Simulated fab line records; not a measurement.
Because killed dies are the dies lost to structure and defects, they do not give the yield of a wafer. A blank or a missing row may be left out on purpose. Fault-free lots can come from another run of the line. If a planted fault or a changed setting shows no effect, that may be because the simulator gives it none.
fab line records    flow sky130
record lots=6  wafers=18  last-day=50
route steps=708 shown VT_ADJUST_HVTP@94 VT_ADJUST_LVTN@97 VT_ADJUST_NCORE@119 VT_ADJUST_HVTR@131 PAD_OPEN@708
lots untouched by any fault: they come from a run of this same line in which no faults occurred
start-h: hours from the record's first day to the start of the lot's first wafer shown    wait-h: hours elapsed since this lot's preceding step    " as in the row above    L1.1+2: several wafers, shown together as one row    - no value, or no start given    * or withheld: withheld    < > ~ a bound
route shown NAME@n: a module of which the file shows steps, and the number in the route of the first    usual: mean/standard deviation taken from wafers without a fault    same: alike in all rows    chamber/n: place in a boat    sites: per-site readings    _std_site: how widely they spread, as a standard deviation    _edge_site: mean of outer sites minus mean of inner sites    radius-mm: how far each site lies from the wafer's centre    mask NAME#n: copy n    behind: the tool/chamber that last shaped the wafer    hold: why the lot went on hold/how many hours it stayed there/how the hold came to an end    device: which transistor (n, p or np) failed to switch    end of line: the tests these same wafers got at the end of their route    step lacking rows: just its recipe    killed: the dies lost at the first sort to structure and to defects; this is not the yield of the wafer    map: a wafer's dies, marking killed ones x, the rest . and places with no die _
set.NAME: the setting that was run; set.NAME@STEP: the one run at that earlier step    model.NAME: the simulator's own value behind a step, which no gauge read
lots at selected steps of the route; one table per step, one row per wafer
services: the hour from which a tool's chamber was out of use, counted from the record's first day as start-h (under 0 if before that day), plus the number of hours and why
## steps
# step SKY_VT_ADJUST_HVTP_IMPLANT_09
# recipe species=As  energy-kev=150  dose-cm2=4.3e+12  tilt-deg=withheld
# step SKY_VT_ADJUST_HVTP_STRIP_10
# recipe chemistry=O2/N2  power-w=1400  pressure-mtorr=1500  platen-temp-c=withheld  o2-flow-sccm=3000  n2-flow-sccm=300  overash-fraction=0.5
# usual drypump-motor-current-A=5.69/0.29  oes-product-au=0.716/0.0048  strip-time-to-endpoint-s=14.19/0.047
lot.wafer  tool             chamber  start-h  wait-h  drypump-motor-current-A  oes-product-au  rf-hours-counter-h  strip-time-to-endpoint-s
L355.1     plasma-asher-01  0        124.41   0.1     5.60                     0.715           44                  14.18
L355.2     "                1        "        "       5.84                     0.716           44                  14.17
L355.4     "                1        "        "       5.80                     0.716           -                   14.18
L361.1     plasma-asher-03  1        164.34   0.1     5.68                     0.712           44                  14.29
L361.4     "                0        "        "       5.14                     0.712           -                   14.26
L361.5     "                0        "        "       5.14                     0.711           -                   14.29
L367.1     plasma-asher-01  0        198.91   0.1     5.60                     0.726           51                  14.22
L367.2     "                1        "        "       5.86                     0.718           51                  14.24
L367.5     "                1        "        "       5.87                     0.716           -                   14.24
L368.2     plasma-asher-01  1        203.31   0.1     5.83                     0.720           52                  14.27
L368.5     "                1        "        "       5.83                     0.711           -                   14.27
L368.6     "                0        "        "       5.57                     0.717           -                   14.20
L375.1     plasma-asher-03  0        251.28   0.1     5.14                     0.714           52                  14.23
L375.5     "                1        "        "       5.71                     0.718           -                   14.27
L375.6     "                0        "        "       5.14                     0.724           -                   14.21
L377.1     plasma-asher-01  0        272.61   0.1     5.59                     0.713           59                  14.23
L377.2     "                1        "        "       5.84                     0.717           59                  14.15
L377.6     "                1        "        "       5.82                     0.713           -                   14.18
# step SKY_VT_ADJUST_HVTP_TW_MEAS_11
# usual VT_ADJUST_HVTP_TW=1360/5.9
lot.wafer  tool           chamber  start-h  wait-h  VT_ADJUST_HVTP_TW
L355.1     film-metro-03  -        124.51   0.1     1363
L355.2     "              -        "        "       1361
L355.4     "              -        "        "       1365
L361.1     film-metro-02  -        164.44   0.1     1346
L361.4     "              -        "        "       1349
L361.5     "              -        "        "       1351
L367.1     film-metro-04  -        199.01   0.1     1365
L367.2     "              -        "        "       1365
L367.5     "              -        "        "       1363
L368.2     film-metro-04  -        203.42   0.1     1364
L368.5     "              -        "        "       1355
L368.6     "              -        "        "       1358
L375.1     film-metro-04  -        251.38   0.1     1354
L375.5     "              -        "        "       1362
L375.6     "              -        "        "       1360
L377.1     film-metro-03  -        272.71   0.1     1367
L377.2     "              -        "        "       1363
L377.6     "              -        "        "       1363
# step SKY_VT_ADJUST_LVTN_DEHYDRATE_00
# recipe temp-c=200  time-s=60
# step SKY_VT_ADJUST_LVTN_HMDS_01
# recipe prime-time-s=60  prime-temp-c=120
# step SKY_VT_ADJUST_LVTN_COAT_02
# recipe spin-rpm=2000  resist-thk-nm=3000
# step SKY_VT_ADJUST_LVTN_SOFTBAKE_03
# recipe temp-c=110  time-s=withheld
# step SKY_VT_ADJUST_LVTN_EXPOSE_04
# recipe mask-id=NWM_COMPLEMENT_LESS_NATIVE  na=0.6  source-shape=conventional  sigma-outer=0.6  polarization=unpolarized  target-cd-nm=840  dose-mj=194
# step SKY_VT_ADJUST_LVTN_PEB_05
# recipe temp-c=115  time-s=withheld
# step SKY_VT_ADJUST_LVTN_DEVELOP_06
# recipe wall-angle-deg=90  developer=TMAH  develop-time-s=60  dev-temp-c=23
# step SKY_VT_ADJUST_LVTN_OVL_MEAS_07
# usual VT_ADJUST_LVTN_OVL=-0.3/1.6
lot.wafer  tool        chamber  start-h  wait-h  VT_ADJUST_LVTN_OVL[nm]
L355.1     overlay-01  -        143.25   -       0.2
L355.2     "           -        "        "       1.0
L355.4     "           -        "        "       -0.6
L361.1     overlay-02  -        185.36   -       -1.2
L361.4     "           -        "        "       -1.0
L361.5     "           -        "        "       0.0
L367.1     overlay-02  -        221.25   -       0.5
L367.2     "           -        "        "       0.8
L367.5     "           -        "        "       -0.8
L368.2     overlay-02  -        226.37   -       1.4
L368.5     "           -        "        "       1.1
L368.6     "           -        "        "       1.1
L375.1     overlay-02  -        274.72   -       -0.4
L375.5     "           -        "        "       0.6
L375.6     "           -        "        "       -0.3
L377.1     overlay-02  -        296.75   -       -1.5
L377.2     "           -        "        "       -1.2
L377.6     "           -        "        "       -0.7
# step SKY_VT_ADJUST_LVTN_IMPLANT_08
# recipe species=B  energy-kev=30  dose-cm2=1.57e+12  tilt-deg=withheld
# step SKY_VT_ADJUST_LVTN_STRIP_09
# recipe chemistry=O2/N2  power-w=1400  pressure-mtorr=1500  platen-temp-c=withheld  o2-flow-sccm=3000  n2-flow-sccm=300  overash-fraction=0.5
# usual drypump-motor-current-A=5.57/0.22  oes-product-au=0.723/0.0044  strip-time-to-endpoint-s=36.89/0.096
lot.wafer  tool             chamber  start-h  wait-h  drypump-motor-current-A  oes-product-au  rf-hours-counter-h  strip-time-to-endpoint-s
L355.1     plasma-asher-01  0        143.44   0.1     5.61                     0.716           46                  36.86
L355.2     "                1        "        "       5.82                     0.726           46                  36.92
L355.4     "                0        "        "       5.61                     0.723           -                   36.95
L361.1     plasma-asher-02  0        185.55   0.1     5.61                     0.719           7                   36.98
L361.4     "                0        "        "       5.61                     0.726           -                   36.77
L361.5     "                0        "        "       5.61                     0.726           -                   36.87
L367.1     plasma-asher-02  1        221.44   0.1     5.51                     0.718           10                  36.82
L367.2     "                0        "        "       5.62                     0.719           10                  36.90
L367.5     "                0        "        "       5.62                     0.728           -                   36.70
L368.2     plasma-asher-02  0        226.55   0.1     5.63                     0.726           11                  36.88
L368.5     "                1        "        "       5.50                     0.721           -                   36.91
L368.6     "                0        "        "       5.66                     0.722           -                   36.94
L375.1     plasma-asher-03  0        274.91   0.1     5.14                     0.725           55                  36.90
L375.5     "                1        "        "       5.72                     0.716           -                   36.85
L375.6     "                0        "        "       5.14                     0.724           -                   36.86
L377.1     plasma-asher-03  0        296.94   0.1     5.15                     0.721           57                  36.94
L377.2     "                1        "        "       5.70                     0.728           57                  36.93
L377.6     "                1        "        "       5.70                     0.714           -                   36.90
# step SKY_VT_ADJUST_LVTN_TW_MEAS_10
# usual VT_ADJUST_LVTN_TW=242.2/1.7
lot.wafer  tool           chamber  start-h  wait-h  VT_ADJUST_LVTN_TW
L355.1     film-metro-01  -        143.54   0.1     242.8
L355.2     "              -        "        "       243.9
L355.4     "              -        "        "       243.9
L361.1     film-metro-01  -        185.65   0.1     244.4
L361.4     "              -        "        "       245.0
L361.5     "              -        "        "       245.2
L367.1     film-metro-04  -        221.54   0.1     243.1
L367.2     "              -        "        "       242.8
L367.5     "              -        "        "       242.1
L368.2     film-metro-02  -        226.66   0.1     241.0
L368.5     "              -        "        "       241.5
L368.6     "              -        "        "       241.0
L375.1     film-metro-04  -        275.01   0.1     243.5
L375.5     "              -        "        "       242.7
L375.6     "              -        "        "       244.2
L377.1     film-metro-02  -        297.04   0.1     241.2
L377.2     "              -        "        "       240.8
L377.6     "              -        "        "       240.4
# step SKY_VT_ADJUST_LVTN_DEHYDRATE_11
# recipe temp-c=200  time-s=60
# step SKY_VT_ADJUST_LVTN_HMDS_12
# recipe prime-time-s=60  prime-temp-c=120
# step SKY_VT_ADJUST_LVTN_COAT_13
# recipe resist=NOVOLAK  spin-rpm=3000  resist-thk-nm=1140
# step SKY_VT_ADJUST_LVTN_SOFTBAKE_14
# recipe temp-c=90  time-s=60  resist=NOVOLAK
# step SKY_VT_ADJUST_LVTN_EXPOSE_15
# recipe mask-id=HVN_STD_DERIVED  na=0.6  source-shape=conventional  sigma-outer=0.6  polarization=unpolarized  target-cd-nm=600  dose-mj=163
# step SKY_VT_ADJUST_LVTN_PEB_16
# recipe temp-c=withheld  time-s=*  resist=NOVOLAK
# step SKY_VT_ADJUST_LVTN_DEVELOP_17
# recipe resist=NOVOLAK  developer=TMAH  develop-time-s=60  dev-temp-c=23
# step SKY_VT_ADJUST_LVTN_OVL_MEAS_18
# usual VT_ADJUST_LVTN_01_OVL=0.7/1.6
lot.wafer  tool        chamber  start-h  wait-h  VT_ADJUST_LVTN_01_OVL[nm]
L355.1     overlay-02  -        163.17   0.1     3.7
L355.2     "           -        "        "       0.5
L355.4     "           -        "        "       3.3
L361.1     overlay-02  -        207.42   0.1     -0.4
L361.4     "           -        "        "       0.1
L361.5     "           -        "        "       -1.6
L367.1     overlay-02  -        244.05   0.1     2.8
L367.2     "           -        "        "       0.7
L367.5     "           -        "        "       -0.2
L368.2     overlay-01  -        249.67   0.1     1.7
L368.5     "           -        "        "       1.0
L368.6     "           -        "        "       0.3
L375.1     overlay-01  -        300.21   0.1     -1.3
L375.5     "           -        "        "       -0.3
L375.6     "           -        "        "       0.1
L377.1     overlay-01  -        322.40   0.1     1.5
L377.2     "           -        "        "       0.6
L377.6     "           -        "        "       -0.2
# step SKY_VT_ADJUST_LVTN_IMPLANT_19
# recipe species=B  energy-kev=30  dose-cm2=6.5e+11  tilt-deg=withheld
# step SKY_VT_ADJUST_LVTN_STRIP_20
# recipe chemistry=O2/N2  power-w=1400  pressure-mtorr=1500  platen-temp-c=withheld  o2-flow-sccm=3000  n2-flow-sccm=300  overash-fraction=0.5
# usual drypump-motor-current-A=5.54/0.25  oes-product-au=0.716/0.0051  strip-time-to-endpoint-s=14.17/0.037
lot.wafer  tool             chamber  start-h  wait-h  drypump-motor-current-A  oes-product-au  rf-hours-counter-h  strip-time-to-endpoint-s
L355.1     plasma-asher-01  1        163.36   0.1     5.82                     0.708           48                  14.19
L355.2     "                0        "        "       5.60                     0.710           48                  14.14
L355.4     "                1        "        "       5.83                     0.715           -                   14.14
L361.1     plasma-asher-01  0        207.61   0.1     5.59                     0.714           52                  14.18
L361.4     "                1        "        "       5.83                     0.722           -                   14.21
L361.5     "                1        "        "       5.83                     0.719           -                   14.16
L367.1     plasma-asher-01  1        244.24   0.1     5.88                     0.723           56                  14.15
L367.2     "                0        "        "       5.63                     0.713           56                  14.17
L367.5     "                1        "        "       5.84                     0.719           -                   14.20
L368.2     plasma-asher-02  1        249.92   0.1     5.52                     0.709           13                  14.18
L368.5     "                1        "        "       5.52                     0.722           -                   14.29
L368.6     "                0        "        "       5.62                     0.715           -                   14.18
L375.1     plasma-asher-03  0        300.40   0.1     5.11                     0.715           58                  14.13
L375.5     "                1        "        "       5.72                     0.719           -                   14.11
L375.6     "                0        "        "       5.13                     0.715           -                   14.15
L377.1     plasma-asher-03  1        322.59   0.1     5.69                     0.712           60                  14.19
L377.2     "                0        "        "       5.14                     0.715           60                  14.20
L377.6     "                0        "        "       5.15                     0.723           -                   14.18
# step SKY_VT_ADJUST_LVTN_TW_MEAS_21
# usual VT_ADJUST_LVTN_2_TW=189.2/1.4
lot.wafer  tool           chamber  start-h  wait-h  VT_ADJUST_LVTN_2_TW
L355.1     film-metro-04  -        163.46   0.1     188.2
L355.2     "              -        "        "       187.5
L355.4     "              -        "        "       187.1
L361.1     film-metro-01  -        207.71   0.1     189.5
L361.4     "              -        "        "       191.8
L361.5     "              -        "        "       190.8
L367.1     film-metro-02  -        244.34   0.1     187.7
L367.2     "              -        "        "       187.6
L367.5     "              -        "        "       187.6
L368.2     film-metro-04  -        250.03   0.1     189.2
L368.5     "              -        "        "       188.4
L368.6     "              -        "        "       188.9
L375.1     film-metro-01  -        300.50   0.1     190.3
L375.5     "              -        "        "       190.3
L375.6     "              -        "        "       190.5
L377.1     film-metro-02  -        322.69   0.1     187.9
L377.2     "              -        "        "       188.5
L377.6     "              -        "        "       187.4
# step SKY_VT_ADJUST_NCORE_DEHYDRATE_00
# recipe temp-c=200  time-s=60
# step SKY_VT_ADJUST_NCORE_HMDS_01
# recipe prime-time-s=60  prime-temp-c=120
# step SKY_VT_ADJUST_NCORE_COAT_02
# recipe resist=NOVOLAK  spin-rpm=3000  resist-thk-nm=1140
# step SKY_VT_ADJUST_NCORE_SOFTBAKE_03
# recipe temp-c=90  time-s=60  resist=NOVOLAK
# step SKY_VT_ADJUST_NCORE_EXPOSE_04
# recipe mask-id=LVTN_COMPLEMENT_THIN  na=0.6  source-shape=conventional  sigma-outer=0.6  polarization=unpolarized  target-cd-nm=380  dose-mj=139
# step SKY_VT_ADJUST_NCORE_PEB_05
# recipe temp-c=withheld  time-s=*  resist=NOVOLAK
# step SKY_VT_ADJUST_NCORE_DEVELOP_06
# recipe resist=NOVOLAK  developer=TMAH  develop-time-s=61.49  dev-temp-c=23
# step SKY_VT_ADJUST_NCORE_CD_MEAS_07
# recipe target-cd-nm=380
# usual cd-nm=380/3
lot.wafer  tool       chamber  start-h  wait-h  cd-nm
L355.1     cd-sem-02  -        183.62   0.1     378
L355.2     "          -        "        "       383
L355.4     "          -        "        "       380
L361.1     cd-sem-02  -        229.76   0.1     378
L361.4     "          -        "        "       378
L361.5     "          -        "        "       380
L367.1     cd-sem-02  -        266.43   0.1     380
L367.2     "          -        "        "       381
L367.5     "          -        "        "       380
L368.2     cd-sem-02  -        272.94   0.1     381
L368.5     "          -        "        "       381
L368.6     "          -        "        "       382
L375.1     cd-sem-02  -        325.33   0.1     379
L375.5     "          -        "        "       380
L375.6     "          -        "        "       381
L377.1     cd-sem-02  -        348.52   0.1     376
L377.2     "          -        "        "       377
L377.6     "          -        "        "       375
# step SKY_VT_ADJUST_NCORE_OVL_MEAS_08
# usual VT_ADJUST_NCORE_OVL=-0.3/1.4
lot.wafer  tool        chamber  start-h  wait-h  VT_ADJUST_NCORE_OVL[nm]
L355.1     overlay-02  -        183.74   0.1     -0.4
L355.2     "           -        "        "       0.0
L355.4     "           -        "        "       -1.1
L361.1     overlay-01  -        229.88   0.1     0.0
L361.4     "           -        "        "       0.6
L361.5     "           -        "        "       1.7
L367.1     overlay-01  -        266.55   0.1     -1.8
L367.2     "           -        "        "       -0.4
L367.5     "           -        "        "       -2.6
L368.2     overlay-02  -        273.05   0.1     -0.2
L368.5     "           -        "        "       -0.7
L368.6     "           -        "        "       0.1
L375.1     overlay-01  -        325.45   0.1     -2.4
L375.5     "           -        "        "       -3.3
L375.6     "           -        "        "       -2.7
L377.1     overlay-01  -        348.64   0.1     -2.1
L377.2     "           -        "        "       -0.3
L377.6     "           -        "        "       1.0
# step SKY_VT_ADJUST_NCORE_IMPLANT_09
# recipe species=B  energy-kev=10  dose-cm2=2.4e+12  tilt-deg=withheld
# step SKY_VT_ADJUST_NCORE_STRIP_10
# recipe chemistry=O2/N2  power-w=1400  pressure-mtorr=1500  platen-temp-c=withheld  o2-flow-sccm=3000  n2-flow-sccm=300  overash-fraction=0.5
# usual drypump-motor-current-A=5.77/0.22  oes-product-au=0.715/0.0042  strip-time-to-endpoint-s=14.18/0.04
lot.wafer  tool             chamber  start-h  wait-h  drypump-motor-current-A  oes-product-au  rf-hours-counter-h  strip-time-to-endpoint-s
L355.1     plasma-asher-01  1        183.93   0.1     5.83                     0.720           50                  14.20
L355.2     "                0        "        "       5.62                     0.714           50                  14.14
L355.4     "                1        "        "       5.85                     0.712           -                   14.14
L361.1     plasma-asher-01  1        230.07   0.1     5.79                     0.718           54                  14.24
L361.4     "                1        "        "       5.83                     0.714           -                   14.23
L361.5     "                0        "        "       5.59                     0.713           -                   14.22
L367.1     plasma-asher-01  0        266.74   0.1     5.57                     0.719           58                  14.19
L367.2     "                1        "        "       5.87                     0.710           58                  14.19
L367.5     "                1        "        "       5.86                     0.713           -                   14.28
L368.2     plasma-asher-04  0        273.23   0.1     6.21                     0.716           48                  14.20
L368.5     "                1        "        "       5.79                     0.719           -                   14.18
L368.6     "                0        "        "       6.22                     0.706           -                   14.16
L375.1     plasma-asher-02  0        325.64   0.1     5.61                     0.713           19                  14.23
L375.5     "                0        "        "       5.64                     0.713           -                   14.16
L375.6     "                1        "        "       5.49                     0.719           -                   14.19
L377.1     plasma-asher-04  0        348.83   0.1     6.24                     0.716           55                  14.10
L377.2     "                1        "        "       5.77                     0.711           55                  14.12
L377.6     "                0        "        "       6.24                     0.716           -                   14.07
# step SKY_VT_ADJUST_NCORE_TW_MEAS_11
# usual VT_ADJUST_NCORE_TW=220.8/1.8
lot.wafer  tool           chamber  start-h  wait-h  VT_ADJUST_NCORE_TW
L355.1     film-metro-01  -        184.03   0.1     222.7
L355.2     "              -        "        "       222.7
L355.4     "              -        "        "       221.5
L361.1     film-metro-01  -        230.17   0.1     223.4
L361.4     "              -        "        "       222.6
L361.5     "              -        "        "       222.6
L367.1     film-metro-03  -        266.84   0.1     221.7
L367.2     "              -        "        "       220.4
L367.5     "              -        "        "       220.3
L368.2     film-metro-03  -        273.34   0.1     219.9
L368.5     "              -        "        "       221.2
L368.6     "              -        "        "       220.8
L375.1     film-metro-01  -        325.74   0.1     223.0
L375.5     "              -        "        "       223.8
L375.6     "              -        "        "       222.5
L377.1     film-metro-02  -        348.93   0.1     221.9
L377.2     "              -        "        "       222.3
L377.6     "              -        "        "       220.0
# step SKY_VT_ADJUST_HVTR_DEHYDRATE_00
# recipe temp-c=200  time-s=60
# step SKY_VT_ADJUST_HVTR_HMDS_01
# recipe prime-time-s=60  prime-temp-c=120
# step SKY_VT_ADJUST_HVTR_COAT_02
# recipe resist=NOVOLAK  spin-rpm=3000  resist-thk-nm=1140
# step SKY_VT_ADJUST_HVTR_SOFTBAKE_03
# recipe temp-c=90  time-s=60  resist=NOVOLAK
# step SKY_VT_ADJUST_HVTR_EXPOSE_04
# recipe mask-id=HVTRM  target-cd-nm=380  na=0.6  source-shape=conventional  sigma-outer=0.6  dose-mj=150
# step SKY_PAD_OPEN_PROBE_99
# usual killed_at_M0_to_M3=43/7  killed_at_M4_up=3.3/1.8  killed-at-contacts=24/6.2  killed-at-front-end=16/4.7  killed-at-other=0.4/0.58  killed-dies=87/10  killed-open=47/6.4  killed-short=39/7
# same gross-dies=492  killed-at-back-side=0
lot.wafer  tool       chamber  start-h  wait-h  killed_at_M0_to_M3  killed_at_M4_up  killed-at-contacts  killed-at-front-end  killed-at-other  killed-dies  killed-open  killed-short
L367.1     prober-02  -        1154.68  0.1     43                  2                13                  80                   0                138          37           37
L368.2     prober-02  -        1160.57  0.1     47                  2                20                  25                   0                94           46           46
L368.5     prober-02  -        1160.72  0.2     60                  8                20                  77                   0                165          45           53
L368.6     prober-02  -        1160.77  0.2     46                  2                23                  13                   0                84           39           44
L375.1     prober-01  -        1197.89  0.1     44                  1                33                  13                   0                91           47           42
L375.5     prober-01  -        1198.09  0.2     46                  4                34                  15                   0                99           51           48
L375.6     prober-01  -        1198.14  0.2     50                  7                29                  20                   0                106          53           53
L377.1     prober-02  -        1201.74  0.1     45                  4                20                  13                   0                82           47           35
L377.2     prober-02  -        1201.79  0.1     50                  2                27                  18                   0                97           54           43
L377.6     prober-02  -        1201.99  0.2     50                  1                22                  15                   0                88           52           36
# killed by level:class
L367.1 VT_ADJUST_LVTN:unspecified=64 VIA1:geometric-particle:open=10 METAL1:geometric-particle:short=8 METAL2:geometric-particle:short=7 VIA1:geometric-particle:short=7 POLY_GATE:geometric-particle:open=6 FIELD_ISO:geometric-particle:open=4 LI_CONTACT:geometric-particle:open=4
L368.2 VIA1:geometric-particle:open=10 LI_CONTACT:geometric-particle:open=8 METAL2:geometric-particle:short=8 VIA2:geometric-particle:open=7 FIELD_ISO:geometric-particle:short=6 FIELD_ISO:geometric-particle:open=6 METAL1:geometric-particle:short=5 CONTACT:geometric-particle:open=5
L368.5 VT_ADJUST_LVTN:unspecified=60 VIA1:geometric-particle:open=10 METAL2:geometric-particle:short=10 VIA3:geometric-particle:open=8 METAL1:geometric-particle:short=6 CONTACT:geometric-particle:open=6 VIA1:geometric-particle:short=6 VIA4:area-etch=6
L368.6 METAL2:geometric-particle:short=10 VIA1:geometric-particle:open=9 LI_CONTACT:geometric-particle:open=6 VIA3:geometric-particle:open=6 POLY_GATE:geometric-particle:open=5 LI_CONTACT:geometric-particle:short=4 LOCAL_INTERCONNECT:geometric-particle:short=4 CONTACT:geometric-particle:short=4
L375.1 CONTACT:geometric-particle:open=14 VIA1:geometric-particle:open=9 VIA3:geometric-particle:open=9 METAL2:geometric-particle:short=7 LOCAL_INTERCONNECT:geometric-particle:short=6 VIA1:geometric-particle:short=6 METAL1:geometric-particle:short=5 CONTACT:geometric-particle:short=5
L375.5 VIA1:geometric-particle:open=12 VIA3:geometric-particle:open=10 CONTACT:geometric-particle:open=9 CONTACT:geometric-particle:short=8 METAL2:geometric-particle:short=8 LI_CONTACT:geometric-particle:open=7 LI_CONTACT:geometric-particle:short=5 LOCAL_INTERCONNECT:geometric-particle:short=5
L375.6 METAL2:geometric-particle:short=12 LI_CONTACT:geometric-particle:open=9 CONTACT:geometric-particle:open=9 VIA3:geometric-particle:open=9 FIELD_ISO:geometric-particle:open=6 VIA2:geometric-particle:open=5 VIA1:geometric-particle:short=5 POLY_GATE:geometric-particle:short=4
L377.1 VIA3:geometric-particle:open=9 VIA1:geometric-particle:short=8 VIA1:geometric-particle:open=8 CONTACT:geometric-particle:open=7 FIELD_ISO:geometric-particle:open=5 LOCAL_INTERCONNECT:geometric-particle:short=5 VIA2:geometric-particle:open=5 LI_CONTACT:geometric-particle:open=4
L377.2 VIA1:geometric-particle:open=15 LI_CONTACT:geometric-particle:open=9 CONTACT:geometric-particle:open=7 METAL2:geometric-particle:short=6 LOCAL_INTERCONNECT:geometric-particle:short=6 VIA1:geometric-particle:short=6 VIA3:geometric-particle:open=6 VIA2:geometric-particle:open=5
L377.6 VIA1:geometric-particle:open=11 LI_CONTACT:geometric-particle:open=8 CONTACT:geometric-particle:open=8 VIA2:geometric-particle:open=7 VIA1:geometric-particle:short=6 METAL2:geometric-particle:short=6 VIA3:geometric-particle:open=6 METAL1:geometric-particle:short=4
# map L367.1 (x killed, . not)
__________.........._________
________......xxxxxx.._______
______......x..........._____
_____........x...........____
____x............x.....x..___
___.x.x...xxxxx.......x....__
__.x..x..xxx..xx..x........._
_xx......xxxxx.x...x........x
_.x...x.xxxxxxxxx.x.......x..
_x.xx..xxxxxxxxxxxx.x........
_....x.xxxxxxxxxx.xx...x.....
_x.....xxxxxxxxxxx....xx.....
_........xxxxxxx..x....x....x
_....x.xx..xxx....x..xx......
_...........x......xx......x.
__..x.x...x.....x........x.._
___......x..x.........x.x..__
____x..x.......x..........___
_____.....x......x....x.x____
______.................._____
________...x....x.xx.._______
__________x........._________
# map L368.5 (x killed, . not)
__________x...xx...x_________
________.............x_______
______..xx......x......x_____
_____.x.x.......x......x.____
____....x......x...xx.x...___
___..x.x.x...x.xx..x...x.x.__
__..x..x..xx.xxx..x..x......_
_..x.x..xxxxxxxxx..x....x.xxx
_.....x.xxxxxxxxxx....x......
_x....xxxxxxxxxx...x.x.xx.x..
_.x.x..xxxxxxxxxx....x....xx.
_xx.....xxxxxxxx..x..........
_..x...xxxxxxxxxx.x..xx...x..
_...xx....xxxx.x..xx....x.x..
_.x.......x..xx...x.....x....
__.........xx.xx.x..x...xx.._
___......x.................__
____.......x.....x...x....___
_____.x....x.x.........x.____
______....xx..x........._____
________x....x.xx....._______
__________x.xx...x.._________
## services
tool             chamber  start-h  hours  kind
plasma-asher-02  -        108.75   9.0    pm
plasma-asher-02  0        108.75   9.0    vent-cycle
plasma-asher-02  1        108.75   9.0    vent-cycle
plasma-asher-02  0        117.75   -      clean
plasma-asher-02  1        117.75   -      clean
plasma-asher-02  -        206.19   2.4    repair
plasma-asher-01  -        231.80   2.8    pm
plasma-asher-02  -        257.34   12.0   repair
plasma-asher-02  -        258.78   7.4    repair
plasma-asher-02  -        317.75   1.2    repair
plasma-asher-03  -        338.38   0.4    repair
## key
first-sign step=SKY_PAD_OPEN_PROBE_99  reading=killed-at-front-end  direction=up  sigmas=13  usual=16  struck=78
effect step=SKY_PAD_OPEN_PROBE_99  reading=killed-dies  direction=up  sigmas=6.4  usual=87  struck=152
met-at SKY_VT_ADJUST_LVTN_STRIP_09
struck-wafers L367.1,L368.5
tester-left-out L367,L368
fault kind=chamber-particle-source  tool=plasma-asher-02  chamber=1  onset-h=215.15  steps=SKY_VT_ADJUST_LVTN_STRIP_09  rate-per-visit-cm2=1.4148  end-h=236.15
# tester-left-out: of these lots the tester's yield and bins aren't shown, on N5 and GAA mostly nor the transistor test; their killed dies are dies lost to structure and defects alone, not to doping, threshold or leakage, so they don't give the yield
